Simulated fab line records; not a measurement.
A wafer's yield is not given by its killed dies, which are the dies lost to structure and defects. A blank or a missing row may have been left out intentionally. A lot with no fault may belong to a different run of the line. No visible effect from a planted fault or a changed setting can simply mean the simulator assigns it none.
The same fault as seen by 2 desks :: flow gf180mcu :: each desk holds nothing but its own numbers, with what lay behind them at the end

THE METROLOGY DESK
What the gauges read for every lot (on any tool): the sampled wafers with a number, averaged. Marked OUT: a lot whose mean sits more than 4 standard deviations from the usual mean, which makes it out of limits; the brackets give that distance.
Columns: A = V4_BOW at GF_V4_BOW_MEAS_05, usual 132 um
lot: L679
first seen here: day 23 07:54
A: 139

lot: L680
first seen here: day 23 21:01
A: 126

lot: L686
first seen here: day 25 23:35
A: 131

lot: L688
first seen here: day 26 19:11
A: 129

lot: L689
first seen here: day 26 23:16
A: 135

lot: L691
first seen here: day 27 12:16
A: 139

lot: L693
first seen here: day 28 00:49
A: 118

lot: L695
first seen here: day 28 15:50
A: 136

lot: L697
first seen here: day 29 08:21
A: 130

lot: L700
first seen here: day 30 03:05
A: 119

lot: L701
first seen here: day 30 08:45
A: 141

lot: L702
first seen here: day 30 16:13
A: 129
This desk's verdict: no lot among the 12 shows anything out of limits.

DESK OF THE TOOL OWNER: litho track-01
The tool's own readings at GF_M5_HMDS_01 (prime time 60 s): means of the sampled wafers that have a number, for each lot that ran on this tool. Marked OUT: a lot whose mean sits more than 4 standard deviations from the usual mean, which makes it out of limits; the brackets give that distance.
Columns: A = prime temp c at GF_M5_HMDS_01, usual 120.00 C
lot: L680
first seen here: day 26 04:32
A: 119.92

lot: L686
first seen here: day 28 03:38
A: 120.07

lot: L688
first seen here: day 28 22:41
A: 122.38 (+17) OUT

lot: L689
first seen here: day 29 02:00
A: 122.39 (+17) OUT

lot: L701
first seen here: day 32 05:35
A: 119.96
Finding of this desk: L688, L689 out of limits; the first was L688 at day 28 22:41, on prime temp c at GF_M5_HMDS_01. In limits: L680, L686, L701.

BROUGHT TOGETHER
At day 28 22:41, on L688, L689, the tool owner's desk was in a position to raise an alarm.
At the metrology desk, nothing out of limits was observed.
The metrology desk has L688, L689 on record, within its limits.
Of the lots named, all ran GF_M5_HMDS_01 on litho track-01.

WHAT THE SIMULATOR HAD PUT IN
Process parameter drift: litho track-01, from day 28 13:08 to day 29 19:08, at GF_M5_HMDS_01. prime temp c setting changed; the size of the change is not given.
Shown lots that were struck: L688, L689.
Delay in hours, fault start to first out-of-limits reading, by desk: the tool owner's desk at 10.
